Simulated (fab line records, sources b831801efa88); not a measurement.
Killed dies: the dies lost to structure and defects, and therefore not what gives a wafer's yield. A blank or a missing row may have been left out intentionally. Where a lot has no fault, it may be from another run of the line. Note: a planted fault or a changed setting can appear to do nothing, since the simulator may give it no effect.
fab line records -- flow sky130
record: lots: 7, wafers: 18, last_day: 50
route steps=708 shown METAL4@627 VIA4@639 PAD_OPEN@708
lots that met no fault: taken from a fault-free run of the same line
start_h: the number of hours between the record's first day and the start of the first shown wafer of the lot -- wait_h: time in hours since the lot's previous step -- " unchanged from the row above -- L1.1+2: a row that stands for several wafers -- - no value present, or no start provided -- * or withheld: withheld -- < > ~ a bound
route shown NAME@n: a module of which the file shows steps, and the number in the route of the first -- usual: average and standard deviation across the fault-free wafers -- same: alike in all rows -- chamber/n: place in a boat -- sites: readings site by site -- _std_site: how widely they spread, as a standard deviation -- _edge_site: outer sites' mean less inner sites' -- radius_mm: for every site, how far away it sits from the centre of the wafer -- mask NAME#n: copy n -- behind: the tool/chamber that last shaped the wafer -- hold: why the lot was held/for how many hours/how that ended -- device: transistor that didn't switch, given as n, p or np -- end of line: tests of these same wafers at the route's end -- where a step has no rows: the recipe by itself -- killed: dies that structure and defects cost at the first sort, which is not the same as the wafer's yield -- map: a wafer's dies, x killed, . not, _ none there
set.NAME: the setting the step ran with; set.NAME@STEP: the setting that earlier step ran with -- model.NAME: the simulator's own value behind a step, which no gauge read
a table for each step, a row for each wafer; lots at some steps of the route
services: the hour from which a tool's chamber was out of use, counted from the record's first day as start_h (under 0 if before that day), plus the number of hours and why
== steps ==
step: SKY_METAL4_PEB_11
recipe: peb_temp_c: withheld, peb_time_s: withheld, resist: KrF-thick
step: SKY_METAL4_DEVELOP_12
recipe: develop_time_s: 60, resist: KrF-thick, dev_temp_c: 21
step: SKY_METAL4_CD_MEAS_13
recipe: target_cd_nm: 300
usual: cd_nm: 300.2/1.6
lot.wafer,tool,chamber,start_h,wait_h,cd_nm
L912.1,cd_sem-02,-,1022.64,-,298.5
L912.2,cd_sem-02,-,1022.64,-,298.8
L912.6,cd_sem-02,-,1022.64,-,298.6
L913.2,cd_sem-01,-,1027.17,-,300.6
L913.3,cd_sem-01,-,1027.17,-,299.8
L913.6,cd_sem-01,-,1027.17,-,299.2
L921.1,cd_sem-01,-,1072.39,-,300.9
L921.2,cd_sem-01,-,1072.39,-,300.1
L922.4,cd_sem-01,-,1079.40,-,302.2
L922.6,cd_sem-01,-,1079.40,-,304.4
L923.1,cd_sem-01,-,1085.54,-,301.0
L923.6,cd_sem-01,-,1085.54,-,299.8
L925.1,cd_sem-02,-,1099.09,-,298.8
L925.4,cd_sem-02,-,1099.09,-,298.0
L925.6,cd_sem-02,-,1099.09,-,297.5
L928.1,cd_sem-02,-,1120.09,-,302.0
L928.3,cd_sem-02,-,1120.09,-,302.3
L928.6,cd_sem-02,-,1120.09,-,300.6
step: SKY_METAL4_OVL_MEAS_14
usual: METAL4_OVL: 0/5.2
lot.wafer,tool,chamber,start_h,wait_h,METAL4_OVL[nm]
L912.1,overlay-01,-,1022.76,0.1,-3
L912.2,overlay-01,-,1022.76,0.1,-10
L912.6,overlay-01,-,1022.76,0.1,-8
L913.2,overlay-01,-,1027.27,0.1,-9
L913.3,overlay-01,-,1027.27,0.1,-2
L913.6,overlay-01,-,1027.27,0.1,-7
L921.1,overlay-02,-,1072.51,0.1,5
L921.2,overlay-02,-,1072.51,0.1,-3
L922.4,overlay-02,-,1079.48,0.1,-3
L922.6,overlay-02,-,1079.48,0.1,-1
L923.1,overlay-01,-,1085.66,0.1,-7
L923.6,overlay-01,-,1085.66,0.1,-1
L925.1,overlay-02,-,1099.21,0.1,-3
L925.4,overlay-02,-,1099.21,0.1,-7
L925.6,overlay-02,-,1099.21,0.1,-8
L928.1,overlay-02,-,1120.23,0.1,-3
L928.3,overlay-02,-,1120.23,0.1,-8
L928.6,overlay-02,-,1120.23,0.1,-5
step: SKY_METAL4_DESCUM_15
recipe: chemistry: O2, source_power_w: 150, bias_power_w: 0, pressure_mtorr: 10, temp_c: 40, time_s: 8
usual: drypump_motor_current_A: 5.7/0.49, oes_product_au: 1.009/0.014
lot.wafer,tool,chamber,start_h,wait_h,drypump_motor_current_A,oes_product_au,rf_hours_counter_h
L912.1,rie_metal-04,1,1022.80,0.0,5.8,1.017,17
L912.2,rie_metal-04,0,1022.80,0.0,5.1,1.014,12
L912.6,rie_metal-04,0,1022.80,0.0,5.1,1.021,-
L913.2,rie_metal-04,1,1027.30,0.0,5.8,1.029,17
L913.3,rie_metal-04,0,1027.30,0.0,5.1,1.031,-
L913.6,rie_metal-04,1,1027.30,0.0,5.8,1.024,-
L921.1,rie_metal-01,0,1072.55,0.0,5.6,1.001,15
L921.2,rie_metal-01,1,1072.55,0.0,6.6,1.026,18
L922.4,rie_metal-01,1,1079.51,0.0,6.6,1.015,-
L922.6,rie_metal-01,0,1079.51,0.0,5.6,0.999,-
L923.1,rie_metal-02,0,1085.70,0.0,5.3,0.997,11
L923.6,rie_metal-02,0,1085.70,0.0,5.3,1.004,-
L925.1,rie_metal-01,0,1099.25,0.0,5.6,0.992,17
L925.4,rie_metal-01,0,1099.25,0.0,5.6,0.992,-
L925.6,rie_metal-01,1,1099.25,0.0,6.7,1.029,-
L928.1,rie_metal-01,0,1120.27,0.0,5.6,0.993,18
L928.3,rie_metal-01,0,1120.27,0.0,5.6,0.999,-
L928.6,rie_metal-01,1,1120.27,0.0,6.6,1.014,-
step: SKY_METAL4_ETCH_16
recipe: chemistry: N2/H2, target: BARC, ion_energy_ev: 200, bias_w: 100, pressure_mtorr: 30, n2_flow_sccm: 100, h2_flow_sccm: 200, icp_w: 500, stop_on: SiO2, time_s: 88.2, target_depth_a: 600
usual: drypump_motor_current_A: 5.7/0.5, oes_product_au: 0.626/0.0046, throttle_valve_pct: 13.206/0.0089
lot.wafer,tool,chamber,start_h,wait_h,drypump_motor_current_A,oes_product_au,rf_hours_counter_h,throttle_valve_pct
L912.1,rie_metal-04,1,1022.83,0.0,5.8,0.623,17,13.214
L912.2,rie_metal-04,0,1022.83,0.0,5.1,0.623,12,13.190
L912.6,rie_metal-04,0,1022.83,0.0,5.1,0.625,-,13.203
L913.2,rie_metal-04,1,1027.34,0.0,5.8,0.620,17,13.219
L913.3,rie_metal-04,0,1027.34,0.0,5.1,0.627,-,13.192
L913.6,rie_metal-04,1,1027.34,0.0,5.8,0.625,-,13.199
L921.1,rie_metal-01,0,1072.58,0.0,5.6,0.628,15,13.220
L921.2,rie_metal-01,1,1072.58,0.0,6.7,0.628,18,13.205
L922.4,rie_metal-01,1,1079.56,0.0,6.7,0.625,-,13.201
L922.6,rie_metal-01,0,1079.56,0.0,5.7,0.617,-,13.201
L923.1,rie_metal-02,0,1085.73,0.0,5.3,0.633,11,13.206
L923.6,rie_metal-02,0,1085.73,0.0,5.3,0.629,-,13.205
L925.1,rie_metal-01,0,1099.28,0.0,5.6,0.632,17,13.207
L925.4,rie_metal-01,0,1099.28,0.0,5.6,0.626,-,13.217
L925.6,rie_metal-01,1,1099.28,0.0,6.6,0.628,-,13.192
L928.1,rie_metal-01,0,1120.30,0.0,5.6,0.627,18,13.206
L928.3,rie_metal-01,0,1120.30,0.0,5.6,0.627,-,13.199
L928.6,rie_metal-01,1,1120.30,0.0,6.6,0.617,-,13.205
step: SKY_METAL4_ETCH_17
recipe: target: SiO2, stop_on: TiN, chemistry: C4F8/O2/Ar, source_w: 1500, bias_w: 1200, pressure_mtorr: 40, c4f8_flow_sccm: withheld, O2_flow_sccm: 6, Ar_flow_sccm: 300, time_s: 3.9, target_depth_a: 150
usual: oes_product_au: 0.758/0.0073
lot.wafer,tool,chamber,start_h,wait_h,oes_product_au,rf_hours_counter_h
L912.1,rie_diel-04,3,1022.93,0.1,0.762,6
L912.2,rie_diel-04,1,1022.93,0.1,0.759,4
L912.6,rie_diel-04,2,1022.93,0.1,0.767,-
L913.2,rie_diel-04,1,1027.43,0.1,0.744,4
L913.3,rie_diel-04,2,1027.43,0.1,0.740,3
L913.6,rie_diel-04,1,1027.43,0.1,0.759,-
L921.1,rie_diel-01,1,1072.68,0.1,0.748,13
L921.2,rie_diel-01,3,1072.68,0.1,0.773,8
L922.4,rie_diel-01,2,1079.63,0.0,0.772,29
L922.6,rie_diel-01,2,1079.63,0.0,0.765,-
L923.1,rie_diel-01,3,1085.83,0.1,0.756,8
L923.6,rie_diel-01,0,1085.83,0.1,0.760,-
L925.1,rie_diel-01,3,1099.38,0.1,0.757,9
L925.4,rie_diel-01,0,1099.38,0.1,0.765,-
L925.6,rie_diel-01,3,1099.38,0.1,0.766,-
L928.1,rie_diel-02,3,1120.40,0.1,0.750,27
L928.3,rie_diel-02,2,1120.40,0.1,0.757,9
L928.6,rie_diel-02,0,1120.40,0.1,0.758,-
step: SKY_METAL4_METAL_ETCH_18
recipe: target_depth_a: 8450, stop_on: SiO2, over_etch_frac: 0.3, time_s: 183.1, chemistry: Cl2/BCl3, resist_sidewall_deg: 88, pressure_mtorr: 10, icp_w: 900, bias_w: 48.5, Cl2_flow_sccm: 60, bcl3_flow_sccm: 30
usual: drypump_motor_current_A: 5.8/0.53, oes_product_au: 0.866/0.0071, throttle_valve_pct: 22.265/0.0093
lot.wafer,tool,chamber,start_h,wait_h,drypump_motor_current_A,oes_product_au,rf_hours_counter_h,throttle_valve_pct
L912.1,rie_metal-02,0,1022.95,0.0,5.3,0.850,5,22.253
L912.2,rie_metal-02,0,1022.95,0.0,5.3,0.866,-,22.257
L912.6,rie_metal-02,0,1022.95,0.0,5.3,0.857,-,22.270
L913.2,rie_metal-02,0,1027.51,0.1,5.3,0.860,-,22.255
L913.3,rie_metal-02,0,1027.51,0.1,5.3,0.860,-,22.269
L913.6,rie_metal-02,0,1027.51,0.1,5.3,0.869,-,22.275
L921.1,rie_metal-04,1,1072.70,0.0,5.8,0.867,20,22.268
L921.2,rie_metal-04,0,1072.70,0.0,5.1,0.855,15,22.266
L922.4,rie_metal-02,0,1079.71,0.1,5.3,0.862,-,22.268
L922.6,rie_metal-02,1,1079.71,0.1,5.8,0.858,-,22.278
L923.1,rie_metal-01,0,1085.85,0.0,5.6,0.868,16,22.252
L923.6,rie_metal-01,1,1085.85,0.0,6.6,0.872,-,22.253
L925.1,rie_metal-04,1,1099.40,0.0,5.8,0.868,22,22.259
L925.4,rie_metal-04,1,1099.40,0.0,5.8,0.854,-,22.276
L925.6,rie_metal-04,0,1099.40,0.0,5.1,0.859,-,22.265
L928.1,rie_metal-04,1,1120.42,0.0,5.8,0.873,24,22.270
L928.3,rie_metal-04,1,1120.42,0.0,5.8,0.876,-,22.261
L928.6,rie_metal-04,1,1120.42,0.0,5.8,0.868,-,22.255
step: SKY_METAL4_STRIP_19
recipe: chemistry: O2/N2, power_w: 1400, pressure_mtorr: 1500, platen_temp_c: withheld, o2_flow_sccm: 3000, n2_flow_sccm: 300, overash_fraction: 0.5
usual: drypump_motor_current_A: 5.9/0.47, oes_product_au: 0.498/0.0058, strip_time_to_endpoint_s: 6.43/0.094
lot.wafer,tool,chamber,start_h,wait_h,drypump_motor_current_A,oes_product_au,rf_hours_counter_h,strip_time_to_endpoint_s
L912.1,plasma_asher-02,1,1023.30,0.3,6.4,0.500,27,6.39
L912.2,plasma_asher-02,0,1023.30,0.3,6.3,0.495,27,6.42
L912.6,plasma_asher-02,1,1023.30,0.3,6.4,0.507,-,6.43
L913.2,plasma_asher-04,0,1027.81,0.2,5.2,0.498,114,6.47
L913.3,plasma_asher-04,1,1027.81,0.2,5.7,0.504,-,6.43
L913.6,plasma_asher-04,1,1027.81,0.2,5.7,0.496,-,6.48
L921.1,plasma_asher-01,1,1072.88,0.1,5.4,0.498,98,6.37
L921.2,plasma_asher-01,0,1072.88,0.1,5.5,0.492,98,6.24
L922.4,plasma_asher-01,1,1079.86,0.1,5.4,0.497,-,6.48
L922.6,plasma_asher-01,0,1079.86,0.1,5.5,0.502,-,6.60
L923.1,plasma_asher-04,0,1086.03,0.1,5.1,0.506,2,6.63
L923.6,plasma_asher-04,1,1086.03,0.1,5.6,0.490,-,6.45
L925.1,plasma_asher-01,1,1099.58,0.1,5.4,0.504,101,6.58
L925.4,plasma_asher-01,0,1099.58,0.1,5.5,0.496,-,6.48
L925.6,plasma_asher-01,1,1099.58,0.1,5.4,0.487,-,6.34
L928.1,plasma_asher-02,1,1120.77,0.3,6.4,0.501,37,6.42
L928.3,plasma_asher-02,1,1120.77,0.3,6.4,0.497,-,6.46
L928.6,plasma_asher-02,1,1120.77,0.3,6.5,0.499,-,6.44
step: SKY_METAL4_STRIP_20
recipe: chemistry: post_etch_residue_remover, time_s: 1200, temp_c: 72.5
step: SKY_METAL4_CLEAN_21
recipe: chemistry: IPA, time_s: 180, temp_c: 25
step: SKY_METAL4_CLEAN_22
recipe: chemistry: O3/DIW, dry: n2_spin
step: SKY_VIA4_HDPCVD_00
recipe: material: SiO2, target_thk_nm: 1750, sigma_open_frac: 0.3, time_s: 291.7, temp_c: 400, sih4_flow_sccm: 60, pressure_mtorr: 6
usual: sih4_flow_sccm: 60.02/0.19
lot.wafer,tool,chamber,start_h,wait_h,sih4_flow_sccm,model.SiO2_of_VIA4_HDPCVD_00.thk_nm
L912.1,hdpcvd-02,1,1023.94,0.0,59.94,1795
L912.2,hdpcvd-02,2,1023.94,0.0,60.03,1774
L912.6,hdpcvd-02,1,1023.94,0.0,59.84,1777
L913.2,hdpcvd-02,0,1028.41,0.0,59.53,1760
L913.3,hdpcvd-02,2,1028.41,0.0,59.79,1756
L913.6,hdpcvd-02,0,1028.41,0.0,59.59,1765
L921.1,hdpcvd-02,2,1073.47,0.0,59.86,1411
L921.2,hdpcvd-02,1,1073.47,0.0,59.95,1794
L922.4,hdpcvd-02,0,1080.51,0.1,60.23,1780
L922.6,hdpcvd-02,2,1080.51,0.1,60.38,1414
L923.1,hdpcvd-02,2,1086.62,0.0,60.07,1408
L923.6,hdpcvd-02,0,1086.62,0.0,59.89,1421
L925.1,hdpcvd-01,2,1100.17,0.0,59.96,1714
L925.4,hdpcvd-01,2,1100.17,0.0,60.02,1701
L925.6,hdpcvd-01,0,1100.17,0.0,59.82,1705
L928.1,hdpcvd-01,1,1121.36,0.0,59.87,1728
L928.3,hdpcvd-01,2,1121.36,0.0,60.13,1707
L928.6,hdpcvd-01,1,1121.36,0.0,59.89,1720
step: SKY_VIA4_THK_MEAS_01
recipe: reads: SiO2_of_VIA4_HDPCVD_00
usual: VIA4_HDPCVD_THK: 1748/36
lot.wafer,tool,chamber,start_h,wait_h,VIA4_HDPCVD_THK[nm]
L912.1,film_metro-01,-,1024.12,0.1,1793
L912.2,film_metro-01,-,1024.12,0.1,1773
L912.6,film_metro-01,-,1024.12,0.1,1776
L913.2,film_metro-01,-,1028.59,0.1,1762
L913.3,film_metro-01,-,1028.59,0.1,1756
L913.6,film_metro-01,-,1028.59,0.1,1764
L921.1,film_metro-02,-,1073.65,0.1,1413
L921.2,film_metro-02,-,1073.65,0.1,1793
L922.4,film_metro-03,-,1080.63,0.0,1780
L922.6,film_metro-03,-,1080.63,0.0,1413
L923.1,film_metro-03,-,1086.80,0.1,1409
L923.6,film_metro-03,-,1086.80,0.1,1421
L925.1,film_metro-02,-,1100.35,0.1,1713
L925.4,film_metro-02,-,1100.35,0.1,1700
L925.6,film_metro-02,-,1100.35,0.1,1706
L928.1,film_metro-03,-,1121.63,0.2,1727
L928.3,film_metro-03,-,1121.63,0.2,1707
L928.6,film_metro-03,-,1121.63,0.2,1720
step: SKY_VIA4_CMP_02
recipe: material: SiO2, down_force_psi: 4, platen_rpm: 60, pad_velocity_m_s: 0.94248
step: SKY_PAD_OPEN_PROBE_99
usual: defect_limited_yield: 82.3/2.1, killed_at_M0_to_M3: 45/6.9, killed_at_M4_up: 3.1/1.7, killed_at_contacts: 24/5.7, killed_at_front_end: 15/4.6, killed_at_other: 0.3/0.57, killed_dies: 87/10, killed_open: 48/7.4, killed_short: 39/6.7, sort_bin_3_pad_short: 0.9/0.41, sort_bin_5_function: 10.4/1.5, sort_bin_6_memory: 6.4/1.1, sort_n_pass: 405/10, sort_yield_pct: 82.3/2.1
same: gross_dies: 492, killed_at_back_side: 0, sort_bin_4_leakage[%]: 0, sort_bin_8_speed[%]: 0
lot.wafer,tool,chamber,start_h,wait_h,defect_limited_yield[%],killed_at_M0_to_M3,killed_at_M4_up,killed_at_contacts,killed_at_front_end,killed_at_other,killed_dies,killed_open,killed_short,sort_bin_3_pad_short[%],sort_bin_5_function[%],sort_bin_6_memory[%],sort_n_pass,sort_yield_pct[%]
L922.4,prober-02,-,1164.21,0.2,83.3,36,2,34,9,1,82,42,40,0.8,8.5,7.3,410,83.3
L922.6,prober-02,-,1164.31,0.2,80.7,44,2,25,24,0,95,45,50,0.6,11.8,6.9,397,80.7
killed by level:class
L922.4 VIA1:geometric_particle:open=10 CONTACT:geometric_particle:short=10 CONTACT:geometric_particle:open=10 VIA1:geometric_particle:short=8 LI_CONTACT:geometric_particle:open=6 VIA2:geometric_particle:open=5 VIA3:geometric_particle:open=4 SPACER:geometric_particle:short=3
L922.6 VIA3:geometric_particle:open=9 POLY_GATE:geometric_particle:open=6 LI_CONTACT:geometric_particle:open=6 CONTACT:geometric_particle:short=6 VIA1:geometric_particle:short=6 METAL1:geometric_particle:short=6 CONTACT:geometric_particle:open=5 SPACER:geometric_particle:short=5
== services ==
tool,chamber,start_h,hours,kind
plasma_asher-02,-,1001.97,5.1,repair
rie_metal-04,-,1006.62,2.8,pm
rie_diel-04,1,1007.97,4.5,repair
rie_metal-02,1,1020.23,7.6,repair
rie_metal-02,1,1027.87,-,clean
rie_metal-02,1,1027.87,26.8,scheduled_down
rie_metal-02,1,1027.87,26.8,vent_cycle
rie_diel-04,2,1037.73,9.1,repair
rie_diel-04,1,1045.96,9.5,repair
plasma_asher-04,-,1055.25,9.0,pm
rie_diel-02,0,1062.78,2.4,repair
rie_diel-02,-,1069.28,2.8,pm
plasma_asher-01,-,1069.34,1.6,repair
plasma_asher-02,-,1072.80,1.4,repair
rie_diel-02,2,1074.61,9.4,repair
rie_diel-01,2,1085.13,-,clean
rie_diel-01,2,1085.13,20.6,scheduled_down
rie_diel-02,0,1091.88,9.8,repair
plasma_asher-04,-,1105.69,16.1,repair
rie_diel-04,1,1107.77,2.5,repair
rie_metal-01,0,1111.80,1.5,repair
rie_metal-04,0,1113.05,9.0,repair
hdpcvd-01,0,1116.90,5.5,repair
rie_diel-01,2,1117.53,14.7,repair
== key ==
first_sign: step: SKY_VIA4_THK_MEAS_01, reading: VIA4_HDPCVD_THK, direction: down, sigmas: 9.2, usual: 1748, struck: 1414
effect none on later readings
model_effect: step: SKY_VIA4_HDPCVD_00, value: SiO2_of_VIA4_HDPCVD_00.thk_nm, without: 1783, struck: 1413
met_at SKY_VIA4_HDPCVD_00
struck_wafers L921.1,L922.6,L923.1,L923.6
onset_between 1028.41 1073.47
fault: kind: process_parameter_drift, tool: hdpcvd-02, chamber: -, onset_h: 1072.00, steps: SKY_VIA4_HDPCVD_00, channel: target_thk_nm, offset: -369.82, shape: step, end_h: 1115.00, scope: struck_wafers_only, acts_in: these_recipes_only, stated: 1750
